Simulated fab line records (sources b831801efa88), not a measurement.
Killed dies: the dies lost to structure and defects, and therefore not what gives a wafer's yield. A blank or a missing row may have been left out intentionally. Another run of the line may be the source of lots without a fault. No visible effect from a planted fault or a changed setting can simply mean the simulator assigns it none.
What tool caused it? -- flow gf180mcu -- Sampling: 11 lots, 33 wafers, 5 of 602 route steps

## WHAT THE GAUGES READ, wafer by wafer
GF_HV_LDD_TW_MEAS_38.
lot,measured,on,HV_LDD_3_TW
L649,day 11 15:36,film-metro-01,1426 1427 1417
L650,day 11 21:27,film-metro-01,1421 1426 1422
L651,day 11 23:04,film-metro-02,1441 1440 1447
L652,day 12 13:06,film-metro-01,1429 1430 1426
L653,day 12 19:14,film-metro-04,1418 1415 1419
L656,day 14 00:20,film-metro-02,1439 1436 1437
L662,day 15 12:20,film-metro-04,1318 1312 1325 1321 1322 1325
L663,day 15 22:35,film-metro-01,1425 1433 1432
L666,day 16 19:46,film-metro-04,1319 1314 1323 1324 1320 1325
L669,day 17 16:11,film-metro-04,1416 1411 1416
L670,day 18 00:40,film-metro-04,1428 1429 1426

GF_HV_LDD_RS_MEAS_53: the measuring method here is four-point-probe.
lot,measured,on,HV_LDD_RS (ohm/sq)
L649,day 12 09:43,film-metro-01,417.5 418.1 418.7
L650,day 12 16:56,film-metro-01,418.5 417.9 417.2
L651,day 12 18:42,film-metro-01,419.1 419.4 418.0
L652,day 13 08:17,film-metro-04,421.5 419.7 419.7
L653,day 13 15:13,film-metro-04,420.4 419.9 419.4
L656,day 14 20:28,film-metro-01,418.1 419.2 419.1
L662,day 16 10:37,film-metro-01,434.3 435.7 434.2 434.2 434.9 435.2
L663,day 16 20:17,film-metro-04,419.0 419.9 420.5
L666,day 17 18:28,film-metro-02,435.6 436.9 436.1 435.0 436.7 436.5
L669,day 18 16:14,film-metro-04,419.6 417.7 418.0
L670,day 19 01:05,film-metro-04,419.3 419.4 419.8

GF_HV_LDD_THK_MEAS_55.
lot,measured,on,HV_LDD_CVD_54_THK (nm)
L649,day 12 11:01,film-metro-04,9.95 10.13 10.05
L650,day 12 18:35,film-metro-02,9.59 9.64 9.76
L651,day 12 20:43,film-metro-02,9.87 9.93 9.78
L652,day 13 09:25,film-metro-01,9.99 10.07 10.00
L653,day 13 16:22,film-metro-02,9.99 10.02 10.01
L656,day 14 21:37,film-metro-04,9.76 9.73 9.68
L662,day 16 17:57,film-metro-01,10.07 10.00 9.98
L663,day 16 22:41,film-metro-04,9.85 9.87 10.02
L666,day 17 22:36,film-metro-02,9.68 9.72 9.69
L669,day 18 17:22,film-metro-04,9.90 9.81 10.00
L670,day 19 02:13,film-metro-04,9.74 9.95 9.83

## WHICH TOOL RAN EACH LOT (tool, then ch and the chambers of the sampled wafers, then the start)
lot,GF_POLY_GATE_ETCH_12,GF_HV_LDD_IMPLANT_33
L649,"rie-diel-01 ch 0,2,3, day 9 08:29","implanter-02 ch 0, day 11 14:54"
L650,"rie-diel-02 ch 0,1,2, day 9 14:35","implanter-01 ch 0, day 11 20:46"
L651,"rie-diel-02 ch 1,2,3, day 9 16:11","implanter-02 ch 0, day 11 22:24"
L652,"rie-diel-04 ch 0,1, day 10 01:14","implanter-03 ch 0, day 12 12:25"
L653,"rie-diel-01 ch 2,3, day 10 06:10","implanter-02 ch 0, day 12 18:32"
L656,"rie-diel-01 ch 1,2, day 11 12:28","implanter-03 ch 0, day 13 23:38"
L662,"rie-diel-01 ch 0,1,3, day 12 20:46","implanter-02 ch 0, day 15 11:38"
L663,"rie-diel-04 ch 0,2,3, day 13 05:43","implanter-01 ch 0, day 15 21:55"
L666,"rie-diel-01 ch 0,2,3, day 14 01:28","implanter-02 ch 0, day 16 19:07"
L669,"rie-diel-01 ch 0,3, day 14 20:41","implanter-01 ch 0, day 17 15:31"
L670,"rie-diel-01 ch 0,2,3, day 15 04:34","implanter-01 ch 0, day 17 23:58"
- GF_POLY_GATE_ETCH_12: etches BARC in N2/H2.
- GF_HV_LDD_IMPLANT_33

## AS READ BY THE TOOLS THEMSELVES (means over the sampled wafers that have a number; for cases with no such wafer, the mark the record gives instead)
GF_POLY_GATE_ETCH_12.
lot,tool,chamber-pressure-mTorr (mTorr),drypump-motor-current-A (A),oes-product-au (a.u.),throttle-valve-pct (%)
L649,rie-diel-01,30.003,5.8,0.731,13.220
L650,rie-diel-02,30.000,5.5,0.736,13.223
L651,rie-diel-02,30.013,5.4,0.735,13.203
L652,rie-diel-04,30.012,6.4,0.735,13.212
L653,rie-diel-01,30.007,6.2,0.733,13.219
L656,rie-diel-01,30.006,5.2,0.735,13.221
L662,rie-diel-01,30.020,5.4,0.737,13.215
L663,rie-diel-04,30.010,5.7,0.734,13.221
L666,rie-diel-01,29.979,5.8,0.736,13.224
L669,rie-diel-01,30.004,5.5,0.739,13.216
L670,rie-diel-01,30.009,5.8,0.737,13.216

GF_HV_LDD_IMPLANT_33.
lot,tool,dose-ions-cm2,faraday-current-uA
L649,implanter-02,7.497e+12,41.5
L650,implanter-01,7.503e+12,42.1
L651,implanter-02,7.506e+12,42.3
L652,implanter-03,7.501e+12,41.9
L653,implanter-02,7.500e+12,42.4
L656,implanter-03,7.503e+12,42.8
L662,implanter-02,1.813e+12,10.3
L663,implanter-01,7.483e+12,42.4
L666,implanter-02,1.802e+12,10.0
L669,implanter-01,7.497e+12,42.3
L670,implanter-01,7.492e+12,42.3

## THE ANSWER, worked out from the rows above alone
Rule: what is usual is taken from the lots themselves. Put in order of their means at a reading, lots are off if they are a third of the lots or fewer, leave a main group of 4 or more, and stand apart from it by a gap of 3 or more times the standard deviation of the main group's means; of several such gaps the widest counts. If all means in a main group match to the digits the tables above print for the reading, that group is not used. A lot without any number at a reading at which 4 lots or more have one is off too. Any other lot the step has rows for is counted as sound. The gauges are gone through in route order, then the tools' own readings, and for those a lot's mean is taken as printed above. At the first step where some lot is off, the reading lying furthest off is the one used; lots without a number count as furthest.
Off: L662, L666, at GF_HV_LDD_TW_MEAS_38 (HV_LDD_3_TW). The main group has a mean of 1427 with a standard deviation of 8.5.
If a tool, at a process step before that reading, ran all the lots that are off and no sound lot after the first of them, it fits. Not tried: the gauges at GF_HV_LDD_TW_MEAS_38; whatever is off there is also off at GF_HV_LDD_RS_MEAS_53, on other tools, and gauge error can't account for it. One fits: GF_HV_LDD_IMPLANT_33 on implanter-02. Its last sound lot is L653 (day 12 18:32), its first lot that is off L662 (day 15 11:38): a fault that began between those two fits.
The tool's own readings at GF_HV_LDD_IMPLANT_33 bear it out: on the lots that are off they differ by more than 5 times the standard deviation of the sound lots' means. dose-ions-cm2 reads 1.808e+12 there against 7.498e+12 on the sound lots; faraday-current-uA reads 10.2 there against 42.2 on the sound lots.

## WHAT THE SIMULATOR PUT IN
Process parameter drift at GF_HV_LDD_IMPLANT_33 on implanter-02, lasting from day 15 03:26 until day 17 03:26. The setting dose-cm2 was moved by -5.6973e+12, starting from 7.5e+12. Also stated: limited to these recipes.
Struck lots among those shown: L662, L666. The same result came from the rule above.
